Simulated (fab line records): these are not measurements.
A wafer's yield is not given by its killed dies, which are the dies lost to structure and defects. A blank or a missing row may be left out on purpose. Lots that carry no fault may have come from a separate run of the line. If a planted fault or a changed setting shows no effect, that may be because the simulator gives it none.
Check of tool commonality -- flow gf180mcu -- 11 lots, 33 wafers sampled

## REASON FOR OPENING
GF_HV_LDD_TW_MEAS_38, reading HV_LDD_3_TW: flagged on 3 of 11 lots. No-fault wafers: 1438, standard deviation 12.
Rule: flag the lot when none of its wafers has a number, or when each of its wafers that has one lies beyond 4 standard deviations from that mean. As for the other lots, they are considered sound.

lot,measured,on,"HV_LDD_3_TW, wafer by wafer",flag
L371,day 12 01:37,filmMetro-01,1457 1453 1453,
L373,day 12 13:05,filmMetro-01,1470 1456 1456,
L375,day 13 02:41,filmMetro-01,1444 1440 1438,
L376,day 13 23:53,filmMetro-02,1440 1440 1433,
L377,day 14 00:43,filmMetro-04,30 30 30,FLAGGED
L378,day 14 05:22,filmMetro-04,30 30 30,FLAGGED
L379,day 14 11:07,filmMetro-04,30 30 30,FLAGGED
L386,day 16 21:28,filmMetro-04,1428 1430 1427,
L387,day 17 06:22,filmMetro-01,1429 1434 1435,
L391,day 18 08:58,filmMetro-01,1442 1444 1448,
L392,day 18 18:29,filmMetro-01,1438 1441 1439,
Flagged lots average 30: -1408 relative to the usual, that is -99 or more standard deviations.

## TOOL THAT RAN EACH LOT
The record holds 3 process steps before the reading, out of a route of 602 steps. Read each cell as the tool, then ch plus the chambers that the sampled wafers visited, then the start.
lot,flag,GF_DUAL_GATE_STRIP_13,GF_HV_LDD_STRIP_22,GF_HV_LDD_STRIP_37
L371,,"plasmaAsher-02 ch 0,1, day 8 16:29","plasmaAsher-04 ch 0,1, day 11 05:54","plasmaAsher-02 ch 0,1, day 12 01:31"
L373,,"plasmaAsher-03 ch 0,1, day 9 05:35","plasmaAsher-04 ch 0,1, day 11 17:09","plasmaAsher-04 ch 0,1, day 12 13:01"
L375,,"plasmaAsher-03 ch 0,1, day 9 16:02","plasmaAsher-02 ch 0,1, day 12 06:52","plasmaAsher-01 ch 0,1, day 13 02:35"
L376,,"plasmaAsher-04 ch 0,1, day 10 12:41","plasmaAsher-04 ch 0,1, day 13 03:01","plasmaAsher-01 ch 0,1, day 13 23:47"
L377,FLAGGED,"plasmaAsher-02 ch 0,1, day 10 12:23","plasmaAsher-04 ch 0,1, day 13 03:53","plasmaAsher-01 ch 0,1, day 14 00:37"
L378,FLAGGED,"plasmaAsher-02 ch 0,1, day 10 17:43","plasmaAsher-02 ch 0, day 13 08:53","plasmaAsher-04 ch 0,1, day 14 05:16"
L379,FLAGGED,"plasmaAsher-03 ch 0,1, day 10 21:40","plasmaAsher-04 ch 1, day 13 14:02","plasmaAsher-02 ch 0,1, day 14 11:01"
L386,,"plasmaAsher-02 ch 0,1, day 13 00:41","plasmaAsher-02 ch 0,1, day 15 22:13","plasmaAsher-04 ch 0,1, day 16 21:22"
L387,,"plasmaAsher-02 ch 0,1, day 13 06:48","plasmaAsher-04 ch 0,1, day 16 06:43","plasmaAsher-02 ch 0,1, day 17 06:16"
L391,,"plasmaAsher-04 ch 0,1, day 14 08:06","plasmaAsher-01 ch 0,1, day 17 09:04","plasmaAsher-02 ch 0,1, day 18 08:52"
L392,,"plasmaAsher-04 ch 0,1, day 14 16:53","plasmaAsher-02 ch 0,1, day 17 18:04","plasmaAsher-02 ch 0,1, day 18 18:23"
What the steps here do:
- GF_DUAL_GATE_STRIP_13: strips in O2/N2.
- GF_HV_LDD_STRIP_22: strips in O2/N2.
- GF_HV_LDD_STRIP_37: strips in O2/N2.
- GF_HV_LDD_TW_MEAS_38

## FLAGGED OVER TOTAL, TOOL BY TOOL (the gauges that took the reading come last)
step,tool,lots run,flagged,share of the flagged lots,sound lots run after its first flagged lot
GF_DUAL_GATE_STRIP_13,plasmaAsher-02,5,2,some,"2 (L386,L387)"
GF_DUAL_GATE_STRIP_13,plasmaAsher-03,3,1,some,0
GF_DUAL_GATE_STRIP_13,plasmaAsher-04,3,0,none,-
GF_HV_LDD_STRIP_22,plasmaAsher-01,1,0,none,-
GF_HV_LDD_STRIP_22,plasmaAsher-02,4,1,some,"2 (L386,L392)"
GF_HV_LDD_STRIP_22,plasmaAsher-04,6,2,some,1 (L387)
GF_HV_LDD_STRIP_37,plasmaAsher-01,3,1,some,0
GF_HV_LDD_STRIP_37,plasmaAsher-02,5,1,some,"3 (L387,L391,L392)"
GF_HV_LDD_STRIP_37,plasmaAsher-04,3,1,some,1 (L386)
GF_HV_LDD_TW_MEAS_38,filmMetro-01,6,0,none,-
GF_HV_LDD_TW_MEAS_38,filmMetro-02,1,0,none,-
GF_HV_LDD_TW_MEAS_38,filmMetro-04,4,3,all,1 (L386)

## WHAT IS ALLOWED BY THE TABLE
All flagged lots share 1 row of the table, namely filmMetro-04 at GF_HV_LDD_TW_MEAS_38.
- filmMetro-04 at GF_HV_LDD_TW_MEAS_38: 3 of its 4 lots flagged. After the first flagged lot (L386), sound lots still ran on it; a lasting fault on the whole tool would not permit that.
Not one row of the table ran every flagged lot while running no sound lot after the first.

## WHAT THE SIMULATOR HAD PUT IN
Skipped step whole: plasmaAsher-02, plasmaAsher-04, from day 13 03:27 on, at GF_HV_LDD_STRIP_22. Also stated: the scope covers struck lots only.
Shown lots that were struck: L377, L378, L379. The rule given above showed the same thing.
